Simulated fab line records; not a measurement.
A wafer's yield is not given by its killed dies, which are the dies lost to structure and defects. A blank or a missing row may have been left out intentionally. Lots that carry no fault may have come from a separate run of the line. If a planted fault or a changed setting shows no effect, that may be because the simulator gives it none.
fab line records    flow sky130
[record] lots = 12  wafers = 36  last-day = 50
route steps=708 shown VIA3@595 METAL4@631 VIA4@657 PAD_OPEN@708
lots with no fault: from the same line, run without faults
start-h: hours from the record's opening day to when the first of the lot's shown wafers began    wait-h: hours since the lot's step before    " same as the row above    L1.1+2: several wafers, shown together as one row    - no value present, or no start provided    * or withheld: withheld    < > ~ a bound
route shown NAME@n: a module of which the file shows steps, and the number in the route of the first    usual: mean and standard deviation over wafers with no fault    same: alike in all rows    chamber/n: place in a boat    sites: the reading at each site    _std_site: their standard deviation    _edge_site: outer sites' mean less inner sites'    radius-mm: how far each site lies from the wafer's centre    mask NAME#n: copy n    behind: the most recent tool/chamber to have shaped the wafer    hold: the reason the lot was held/the length of the hold in hours/how it ended    device: the n, p or np transistor that did not switch    end of line: the route-end tests of the same wafers    a step given without rows: its recipe and nothing more    killed: at the first sort, the dies lost to defects and structure; wafer yield is something else    map: per-die view of a wafer (x killed, . not killed, _ where there is no die)
set.NAME: the setting as run; set.NAME@STEP: as run at that earlier step    model.NAME: the simulator's own value behind a step, which no gauge read
a sample of lots followed through the steps of the route, with each step as a table and each wafer as a row
services: when a tool's chamber went out of use (start-h, in hours from the record's first day, below 0 if earlier), for how many hours, and the reason
[[steps]]
[step SKY_VIA3_RS_MEAS_22]
[recipe] thk-meas-gauge = four-point-probe  reads = W_of_VIA3_CVD_21+TiN_of_VIA3_SPUTTER_20
[usual] VIA3_W_RS = 0.293/0.0037
lot.wafer  tool           chamber  start-h  wait-h  VIA3_W_RS[ohm/sq]
L928.1     film-metro-02  -        939.27   0.1     0.297
L928.2     "              -        "        "       0.292
L928.3     "              -        "        "       0.297
L930.4     film-metro-04  -        943.57   0.1     0.294
L930.5     "              -        "        "       0.295
L930.6     "              -        "        "       0.289
L931.1     film-metro-04  -        947.20   0.1     0.299
L931.4     "              -        "        "       0.296
L931.5     "              -        "        "       0.299
L933.1     film-metro-03  -        967.38   0.1     0.300
L933.2     "              -        "        "       0.292
L933.6     "              -        "        "       0.294
L934.2     film-metro-02  -        971.88   0.1     0.295
L934.3     "              -        "        "       0.296
L934.6     "              -        "        "       0.296
L935.2     film-metro-03  -        980.57   0.1     0.293
L935.3     "              -        "        "       0.288
L935.4     "              -        "        "       0.290
L936.2     film-metro-03  -        981.71   0.1     0.292
L936.3     "              -        "        "       0.293
L936.4     "              -        "        "       0.290
L937.4     film-metro-03  -        993.97   0.1     0.294
L937.5     "              -        "        "       0.296
L937.6     "              -        "        "       0.300
L938.1     film-metro-04  -        1007.94  0.2     0.292
L938.3     "              -        "        "       0.293
L938.5     "              -        "        "       0.294
L942.2     film-metro-04  -        1032.33  0.1     0.292
L942.3     "              -        "        "       0.289
L942.5     "              -        "        "       0.290
L943.2     film-metro-04  -        1037.53  0.1     0.297
L943.3     "              -        "        "       0.297
L943.4     "              -        "        "       0.292
L950.1     film-metro-02  -        1072.62  0.1     0.287
L950.2     "              -        "        "       0.295
L950.4     "              -        "        "       0.297
[step SKY_METAL4_DESCUM_15]
[recipe] chemistry = O2  source-power-w = 150  bias-power-w = 0  pressure-mtorr = 10  temp-c = 40  time-s = 8
[usual] drypump-motor-current-A = 5.7/0.47  oes-product-au = 0.999/0.0097
lot.wafer  tool          chamber  start-h  wait-h  drypump-motor-current-A  oes-product-au  rf-hours-counter-h
L928.1     rie-metal-03  0        989.30   0.0     5.3                      0.994           8
L928.2     "             1        "        "       5.8                      0.995           4
L928.3     "             1        "        "       5.8                      0.990           -
L930.4     rie-metal-03  1        992.66   0.0     5.8                      0.994           -
L930.5     "             0        "        "       5.3                      1.010           -
L930.6     "             1        "        "       5.8                      0.995           -
L931.1     rie-metal-02  0        996.08   0.0     6.0                      0.992           3
L931.4     "             0        "        "       6.0                      1.009           -
L931.5     "             1        "        "       6.4                      1.006           -
L933.1     rie-metal-01  1        1015.68  0.0     5.7                      0.998           15
L933.2     "             0        "        "       4.9                      1.013           17
L933.6     "             0        "        "       4.9                      1.008           -
L934.2     rie-metal-02  0        1020.10  0.0     6.0                      1.005           4
L934.3     "             0        "        "       6.0                      0.997           -
L934.6     "             0        "        "       6.0                      0.991           -
L935.2     rie-metal-02  0        1027.93  0.0     6.0                      0.994           5
L935.3     "             0        "        "       6.0                      0.996           -
L935.4     "             1        "        "       6.3                      1.016           -
L936.2     rie-metal-01  0        1028.70  0.0     4.9                      1.000           18
L936.3     "             0        "        "       4.9                      1.003           -
L936.4     "             1        "        "       5.7                      0.994           -
L937.4     rie-metal-03  1        1039.75  0.0     5.7                      0.981           -
L937.5     "             1        "        "       5.7                      0.992           -
L937.6     "             0        "        "       5.3                      0.993           -
L938.1     rie-metal-01  0        1053.50  0.0     4.9                      1.017           20
L938.3     "             0        "        "       4.9                      1.010           -
L938.5     "             0        "        "       4.9                      1.010           -
L942.2     rie-metal-01  0        1076.20  0.0     4.9                      1.004           21
L942.3     "             1        "        "       5.8                      0.991           -
L942.5     "             0        "        "       4.9                      1.013           -
L943.2     rie-metal-03  0        1082.68  0.0     5.3                      0.999           16
L943.3     "             0        "        "       5.3                      0.993           -
L943.4     "             1        "        "       5.7                      0.988           -
L950.1     rie-metal-02  0        1114.91  0.0     6.0                      1.006           11
L950.2     "             1        "        "       6.3                      1.004           13
L950.4     "             1        "        "       6.3                      0.993           -
[step SKY_METAL4_METAL_ETCH_18]
[recipe] target-depth-a = 8450  stop-on = SiO2  over-etch-frac = 0.3  time-s = 183.1  chemistry = Cl2/BCl3  resist-sidewall-deg = 88  pressure-mtorr = 10  icp-w = 900  bias-w = 48.5  Cl2_flow_sccm = 60  bcl3-flow-sccm = 30
[usual] drypump-motor-current-A = 5.6/0.46  oes-product-au = 0.867/0.0069  throttle-valve-pct = 22.265/0.0094
[same] over-etch-frac = 0.3
lot.wafer  tool          chamber  start-h  wait-h  drypump-motor-current-A  oes-product-au  rf-hours-counter-h  throttle-valve-pct
L928.1     rie-metal-01  0        989.45   0.0     4.9                      0.861           15                  22.269
L928.2     "             1        "        "       5.7                      0.875           13                  22.243
L928.3     "             1        "        "       5.7                      0.868           -                   22.262
L930.4     rie-metal-01  0        992.85   0.1     4.8                      0.858           -                   22.279
L930.5     "             1        "        "       5.7                      0.867           -                   22.275
L930.6     "             0        "        "       4.9                      0.855           -                   22.260
L931.1     rie-metal-03  0        996.23   0.0     5.3                      0.855           9                   22.247
L931.4     "             0        "        "       5.3                      0.871           -                   22.261
L931.5     "             0        "        "       5.3                      0.869           -                   22.261
L933.1     rie-metal-03  0        1015.83  0.0     5.3                      0.861           11                  22.275
L933.2     "             1        "        "       5.8                      0.859           4                   22.278
L933.6     "             1        "        "       5.8                      0.861           -                   22.283
L934.2     rie-metal-01  0        1020.25  0.0     4.9                      0.866           17                  22.266
L934.3     "             0        "        "       4.9                      0.869           -                   22.251
L934.6     "             1        "        "       5.7                      0.873           -                   22.253
L935.2     rie-metal-03  0        1028.08  0.0     5.3                      0.860           12                  22.268
L935.3     "             0        "        "       5.3                      0.856           -                   22.281
L935.4     "             1        "        "       5.8                      0.862           -                   22.273
L936.2     rie-metal-02  1        1028.85  0.0     6.3                      0.863           7                   22.242
L936.3     "             0        "        "       6.0                      0.863           -                   22.279
L936.4     "             1        "        "       6.4                      0.865           -                   22.267
L937.4     rie-metal-02  0        1040.00  0.1     6.0                      0.871           -                   22.242
L937.5     "             1        "        "       6.3                      0.872           -                   22.264
L937.6     "             0        "        "       6.0                      0.873           -                   22.259
L938.1     rie-metal-03  0        1053.65  0.0     5.3                      0.883           14                  22.267
L938.3     "             0        "        "       5.3                      0.880           -                   22.269
L938.5     "             1        "        "       5.8                      0.878           -                   22.256
L942.2     rie-metal-02  1        1076.35  0.0     6.3                      0.872           10                  22.250
L942.3     "             0        "        "       6.0                      0.866           -                   22.265
L942.5     "             1        "        "       6.3                      0.864           -                   22.260
L943.2     rie-metal-01  0        1082.83  0.0     4.9                      0.877           22                  22.271
L943.3     "             0        "        "       4.9                      0.855           -                   22.269
L943.4     "             1        "        "       5.8                      0.861           -                   22.254
L950.1     rie-metal-01  0        1115.10  0.0     4.9                      0.872           24                  22.283
L950.2     "             1        "        "       5.8                      0.867           23                  22.264
L950.4     "             1        "        "       5.8                      0.857           -                   22.272
[step SKY_VIA4_CVD_18]
[recipe] material = W  target-thk-nm = 505  time-s = 152.14  temp-c = 400  pressure-torr = 40
[usual] heater-power-w = 873/100  susceptor-temp-C = 400.02/0.22
lot.wafer  tool      chamber  start-h  wait-h  heater-power-w  susceptor-temp-C
L928.1     cvd-w-02  0        1014.57  0.0     783             399.62
L928.2     "         1        "        "       768             399.99
L928.3     "         1        "        "       786             399.83
L930.4     cvd-w-02  1        1017.42  0.1     807             399.73
L930.5     "         0        "        "       771             400.25
L930.6     "         1        "        "       795             399.97
L931.1     cvd-w-02  0        1021.40  0.0     785             399.99
L931.4     "         1        "        "       797             399.81
L931.5     "         0        "        "       799             400.11
L933.1     cvd-w-02  1        1039.38  0.0     819             400.20
L933.2     "         0        "        "       790             400.34
L933.6     "         0        "        "       811             400.41
L934.2     cvd-w-01  0        1044.80  0.0     892             399.79
L934.3     "         0        "        "       892             399.71
L934.6     "         1        "        "       1048            400.00
L935.2     cvd-w-02  1        1052.11  0.0     787             400.13
L935.3     "         0        "        "       800             399.92
L935.4     "         1        "        "       775             399.76
L936.2     cvd-w-01  0        1052.82  0.0     921             400.10
L936.3     "         1        "        "       1051            399.76
L936.4     "         0        "        "       936             399.88
L937.4     cvd-w-02  1        1063.22  0.1     782             400.02
L937.5     "         1        "        "       787             400.04
L937.6     "         0        "        "       805             399.93
L938.1     cvd-w-02  1        1076.97  0.0     799             400.43
L938.3     "         1        "        "       800             400.07
L938.5     "         1        "        "       796             400.09
L942.2     cvd-w-02  1        1099.06  0.0     797             400.16
L942.3     "         0        "        "       782             400.19
L942.5     "         1        "        "       806             400.05
L943.2     cvd-w-02  0        1105.07  0.0     800             399.74
L943.3     "         1        "        "       815             399.98
L943.4     "         0        "        "       780             399.63
L950.1     cvd-w-01  0        1136.31  0.0     913             400.11
L950.2     "         1        "        "       1052            400.09
L950.4     "         0        "        "       937             399.91
[step SKY_PAD_OPEN_PROBE_99]
[usual] defect-limited-yield = 82.3/1.9  killed_at_M0_to_M3 = 44/6.9  killed_at_M4_up = 3.3/2.1  killed-at-contacts = 24/4.8  killed-at-front-end = 15/4.4  killed-at-other = 0.2/0.48  killed-dies = 87/9.5  killed-open = 48/6.5  killed-short = 39/6.3  sort_bin_3_pad_short = 0.9/0.48  sort_bin_5_function = 10.5/1.5  sort_bin_6_memory = 6.3/1.1  sort-n-pass = 405/9.5  sort-yield-pct = 82.3/1.9
[same] gross-dies = 492  killed-at-back-side = 0  sort_bin_4_leakage[%] = 0  sort_bin_8_speed[%] = 0
lot.wafer  tool       chamber  start-h  wait-h  defect-limited-yield[%]  killed_at_M0_to_M3  killed_at_M4_up  killed-at-contacts  killed-at-front-end  killed-at-other  killed-dies  killed-open  killed-short  sort_bin_3_pad_short[%]  sort_bin_5_function[%]  sort_bin_6_memory[%]  sort-n-pass  sort-yield-pct[%]
L942.2     prober-02  -        1161.21  0.1     70.5                     49                  58               28                  10                   0                145          50           41            3.0                      15.9                    10.6                  347          70.5
L942.3     prober-02  -        1161.26  0.2     80.7                     50                  0                28                  17                   0                95           49           46            0.8                      12.4                    6.1                   397          80.7
L942.5     prober-02  -        1161.36  0.2     74.6                     40                  52               16                  16                   1                125          41           37            1.8                      16.5                    7.1                   367          74.6
L943.2     prober-01  -        1165.71  0.1     78.0                     51                  5                31                  21                   0                108          55           53            0.4                      14.0                    7.5                   384          78.0
L943.3     prober-01  -        1165.76  0.2     74.2                     43                  50               22                  12                   0                127          43           36            2.8                      16.9                    6.1                   365          74.2
L943.4     prober-01  -        1165.81  0.2     81.5                     48                  2                23                  18                   0                91           52           39            1.0                      10.8                    6.7                   401          81.5
// killed by level:class
L942.2 VIA4:unspecified=54 VIA1:geometric-particle:open=15 LI_CONTACT:geometric-particle:open=11 CONTACT:geometric-particle:open=8 METAL1:geometric-particle:short=8 CONTACT:geometric-particle:short=6 FIELD_ISO:geometric-particle:short=5 VIA2:geometric-particle:open=5
L942.3 CONTACT:geometric-particle:open=10 VIA1:geometric-particle:open=9 VIA2:geometric-particle:open=8 LOCAL_INTERCONNECT:geometric-particle:short=7 METAL1:geometric-particle:short=7 METAL2:geometric-particle:short=6 VIA1:geometric-particle:short=6 VIA3:geometric-particle:open=6
L942.5 VIA4:unspecified=47 LI_CONTACT:geometric-particle:open=8 VIA1:geometric-particle:short=7 VIA1:geometric-particle:open=7 METAL2:geometric-particle:short=6 VIA2:geometric-particle:open=5 VIA3:geometric-particle:open=5 FIELD_ISO:geometric-particle:short=4
L943.2 CONTACT:geometric-particle:open=14 VIA1:geometric-particle:open=11 FIELD_ISO:geometric-particle:short=8 METAL2:geometric-particle:short=7 VIA1:geometric-particle:short=7 VIA3:geometric-particle:open=7 LI_CONTACT:geometric-particle:open=6 FIELD_ISO:geometric-particle:open=5
L943.3 VIA4:unspecified=48 CONTACT:geometric-particle:open=13 VIA1:geometric-particle:open=10 VIA1:geometric-particle:short=9 VIA2:geometric-particle:open=8 METAL1:geometric-particle:short=6 FIELD_ISO:geometric-particle:open=4 LI_CONTACT:geometric-particle:open=4
L943.4 CONTACT:geometric-particle:open=11 VIA1:geometric-particle:open=9 FIELD_ISO:geometric-particle:short=8 VIA2:geometric-particle:open=8 VIA3:geometric-particle:open=8 METAL2:geometric-particle:short=7 FIELD_ISO:geometric-particle:open=6 VIA1:geometric-particle:short=6
[[services]]
tool          chamber  start-h  hours  kind
cvd-w-02      -        968.80   0.5    repair
cvd-w-02      -        972.38   3.8    pm
rie-metal-03  1        993.58   17.2   repair
cvd-w-02      1        1007.21  4.3    repair
cvd-w-02      -        1035.29  1.2    repair
rie-metal-01  -        1045.68  0.2    repair
cvd-w-01      -        1062.40  14.6   pm
cvd-w-02      -        1128.64  2.0    repair
[[key]]
[first-sign] step = SKY_PAD_OPEN_PROBE_99  reading = killed_at_M4_up  direction = up  sigmas = 24  usual = 3.3  struck = 53.3
[effect] step = SKY_PAD_OPEN_PROBE_99  reading = killed-dies  direction = up  sigmas = 4.8  usual = 87  struck = 132
met-at SKY_VIA4_CVD_18
struck-lots L942,L943
struck-wafers L942.2,L942.5,L943.3
not-acting-at SKY_VIA3_RS_MEAS_22,SKY_METAL4_DESCUM_15,SKY_METAL4_METAL_ETCH_18
onset-between 1076.97 1099.06
[fault] kind = chamber-particle-source  tool = cvd-w-02  chamber = 1  onset-h = 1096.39  steps = SKY_VIA4_CVD_18  rate-per-visit-cm2 = 0.69567  end-h = 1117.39
